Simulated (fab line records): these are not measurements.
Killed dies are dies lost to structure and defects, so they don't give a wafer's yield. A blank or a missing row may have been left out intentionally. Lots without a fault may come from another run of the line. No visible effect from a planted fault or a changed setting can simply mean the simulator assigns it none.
Problem report in the 8D (eight disciplines) form, filled by code | flow gf180mcu | the parts of the form that need people (team, actions taken, sign-off) are left out

## 1. THE ISSUE
At GF_V5_CVD_23, chamber-pressure-Torr averages 38.55 Torr over 3 wafers from 2 lots, while fault-free wafers read 40.01 Torr, standard deviation 0.08. That puts it -18 standard deviations away from the usual mean.
The step: deposits W, target thk 350 nm, time 104.9 s.
First observed at day 30 21:47: wafer L437.5, on cvd-w-01. The record holds 18 wafers of 6 lots with a number at this step. The rule behind "out" and "out of limits": a value lying over 4 standard deviations away from the usual mean. The rest of the wafers with a number are treated as sound.

## 2. WHAT IT IS AND WHAT IT IS NOT
question                    | is                     | is not
which readings at this step | chamber-pressure-Torr  | heater-power-w
which lots                  | L437, L440             | L429, L430, L447, L448
which wafers of those lots  | L437.5, L440.4, L440.5 | L437.3, L437.6, L440.6
read on which tools         | cvd-w-01               | cvd-w-02
when                        | from day 30 21:47      | up to then (8 sound wafers); but 7 sound wafers of L440, L447, L448 came after

## 3. THE SUSPECTS, EACH WITH WHAT RULES IT OUT
Counting: if a tool at a process step up to the reading ran every lot that is out, it stays a suspect. Sound lots after the first of them don't rule it out here, since some wafers of a struck lot are sound.
- pvd-sputter-04 at GF_V5_SPUTTER_21 (material Ti, target thk 15 nm, time 80.02 s): kept. It ran every lot that is out, first L437 (day 30 21:38).
- pvd-sputter-04 at GF_V5_SPUTTER_22 (material TiN, target thk 10 nm, time 40 s): kept. It ran every lot that is out, first L437 (day 30 21:42).
- cvd-w-01 at GF_V5_CVD_23 (deposits W, target thk 350 nm, time 104.9 s): kept. Ran every lot that is out, first one L437 (day 30 21:47); last sound lot up to then L429 (day 28 14:50). Out on those wafers are its own readings of chamber-pressure-Torr.
- Within cvd-w-01 at GF_V5_CVD_23: the wafers that are out ran in chamber 1; their sound lot-mates ran in chamber 0.
pvd-sputter-04 at GF_V5_SPUTTER_21, pvd-sputter-04 at GF_V5_SPUTTER_22 and cvd-w-01 at GF_V5_CVD_23 are what is left after counting.

## 4. THE CAUSE (what the simulator had put in)
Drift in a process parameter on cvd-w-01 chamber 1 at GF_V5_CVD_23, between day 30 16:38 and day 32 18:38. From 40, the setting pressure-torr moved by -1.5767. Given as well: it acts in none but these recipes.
Counting leaves 3 suspects; this tool is one of them.

## 5. THE CHAIN OF EFFECTS, in route order
One row per reading whose mean, taken over the struck wafers that have a number, lies over 3 standard deviations from the usual. Only readings whose record carries a usual standard deviation are examined. hours: median over the lots of the time between each lot's start at the first step of this table that gives one and its start at this step. sigmas: the change, counted in usual standard deviations.
hours | step         | reading               | usual      | on struck wafers | change | sigmas
0     | GF_V5_CVD_23 | chamber-pressure-Torr | 40.01 Torr | 38.55            | -1.46  | -18
Its process steps:
- GF_V5_CVD_23: deposits W, target thk 350 nm, time 104.9 s.
Later measuring or inspecting steps at which every struck wafer that the step has a row for has a number for every such reading, and none has moved that far: GF_V5_RS_MEAS_24.

## 6. HOW IT WOULD HAVE BEEN CAUGHT EARLIER
First out-of-limits reading in this record: day 30 21:47, which is 5 hours after fault onset at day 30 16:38.
